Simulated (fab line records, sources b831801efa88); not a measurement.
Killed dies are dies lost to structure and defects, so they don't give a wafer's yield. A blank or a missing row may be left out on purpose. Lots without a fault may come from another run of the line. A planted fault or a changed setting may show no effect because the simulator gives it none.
Which tool did it? | flow gf180mcu | 14 lots, 42 wafers sampled, at 2 steps of a route of 602

WHAT THE GAUGES READ, wafer by wafer
GF_LVPWELL_TW_MEAS_11.
lot  | measured    | on            | LVPWELL_TW
L795 | day 3 23:08 | film_metro-02 | 553 552 555
L796 | day 4 02:14 | film_metro-01 | 563 560 561
L799 | day 4 18:29 | film_metro-04 | 557 559 560
L800 | day 5 02:02 | film_metro-02 | 554 553 552
L801 | day 5 07:23 | film_metro-04 | 557 558 557
L802 | day 5 12:37 | film_metro-01 | 557 557 554
L803 | day 5 17:48 | film_metro-04 | 553 553 553
L806 | day 6 11:51 | film_metro-02 | 552 550 549
L812 | day 7 22:17 | film_metro-01 | 558 558 558
L813 | day 8 03:20 | film_metro-02 | 547 550 549
L815 | day 8 14:29 | film_metro-02 | 548 550 550
L816 | day 8 19:11 | film_metro-04 | 556 553 554
L817 | day 9 04:20 | film_metro-02 | 553 552 549
L818 | day 9 06:50 | film_metro-04 | 559 558 558

WHICH TOOL RAN EACH LOT (tool, then ch and the chambers of the sampled wafers, then the start)
lot  | GF_LVPWELL_STRIP_10
L795 | plasma_asher-02 ch 1, day 3 23:02
L796 | plasma_asher-04 ch 0,1, day 4 02:08
L799 | plasma_asher-02 ch 0,1, day 4 18:22
L800 | plasma_asher-01 ch 0,1, day 5 01:56
L801 | plasma_asher-04 ch 0,1, day 5 07:18
L802 | plasma_asher-01 ch 0,1, day 5 12:31
L803 | plasma_asher-01 ch 0,1, day 5 17:41
L806 | plasma_asher-04 ch 0,1, day 6 11:44
L812 | plasma_asher-04 ch 0,1, day 7 22:12
L813 | plasma_asher-02 ch 0,1, day 8 03:15
L815 | plasma_asher-04 ch 0,1, day 8 14:23
L816 | plasma_asher-04 ch 0,1, day 8 19:04
L817 | plasma_asher-04 ch 0,1, day 9 04:15
L818 | plasma_asher-04 ch 0,1, day 9 06:44
- GF_LVPWELL_STRIP_10: strips in O2/N2.

WHAT THE TOOLS THEMSELVES READ (means of the sampled wafers that have a number; where no wafer has one, the mark that the record gives instead)
GF_LVPWELL_STRIP_10.
lot  | tool            | drypump_motor_current_A (A) | heater_power_w (W) | oes_product_au (a.u.) | strip_time_to_endpoint_s (s)
L795 | plasma_asher-02 | 5.9                         | 298                | 0.723                 | 37.11
L796 | plasma_asher-04 | 5.7                         | 329                | 0.722                 | 36.87
L799 | plasma_asher-02 | 5.7                         | 304                | 0.723                 | 37.09
L800 | plasma_asher-01 | 6.4                         | 365                | 0.723                 | 37.16
L801 | plasma_asher-04 | 5.3                         | 324                | 0.725                 | 36.85
L802 | plasma_asher-01 | 6.4                         | 361                | 0.727                 | 36.95
L803 | plasma_asher-01 | 6.3                         | 357                | 0.723                 | 36.75
L806 | plasma_asher-04 | 5.2                         | 320                | 0.722                 | 36.98
L812 | plasma_asher-04 | 5.7                         | 328                | 0.720                 | 37.16
L813 | plasma_asher-02 | 5.7                         | 313                | 0.722                 | 37.19
L815 | plasma_asher-04 | 5.7                         | 330                | 0.722                 | 37.04
L816 | plasma_asher-04 | 5.3                         | 321                | 0.720                 | 36.93
L817 | plasma_asher-04 | 5.7                         | 323                | 0.717                 | 37.08
L818 | plasma_asher-04 | 5.2                         | 319                | 0.724                 | 37.03

THE ANSWER, worked out from the rows above alone
Rule: what is usual is taken from the lots themselves. Put in order of their means at a reading, lots are off if they are a third of the lots or fewer, leave a main group of 4 or more, and stand apart from it by a gap of 3 or more times the standard deviation of the main group's means; of several such gaps the widest counts. A main group whose means are all the same, to the digits that the tables above print for the reading, isn't used. A lot without any number at a reading at which 4 lots or more have one is off too. The other lots that the step has rows for count as sound. The gauges are gone through in route order, then the tools' own readings, and for those a lot's mean is taken as printed above. The first step at which some lot is off is used, and at that step the reading that is off furthest; a lot without a number counts as furthest.
No lot is off at any reading shown: from this, nothing can be told.

WHAT THE SIMULATOR HAD PUT IN
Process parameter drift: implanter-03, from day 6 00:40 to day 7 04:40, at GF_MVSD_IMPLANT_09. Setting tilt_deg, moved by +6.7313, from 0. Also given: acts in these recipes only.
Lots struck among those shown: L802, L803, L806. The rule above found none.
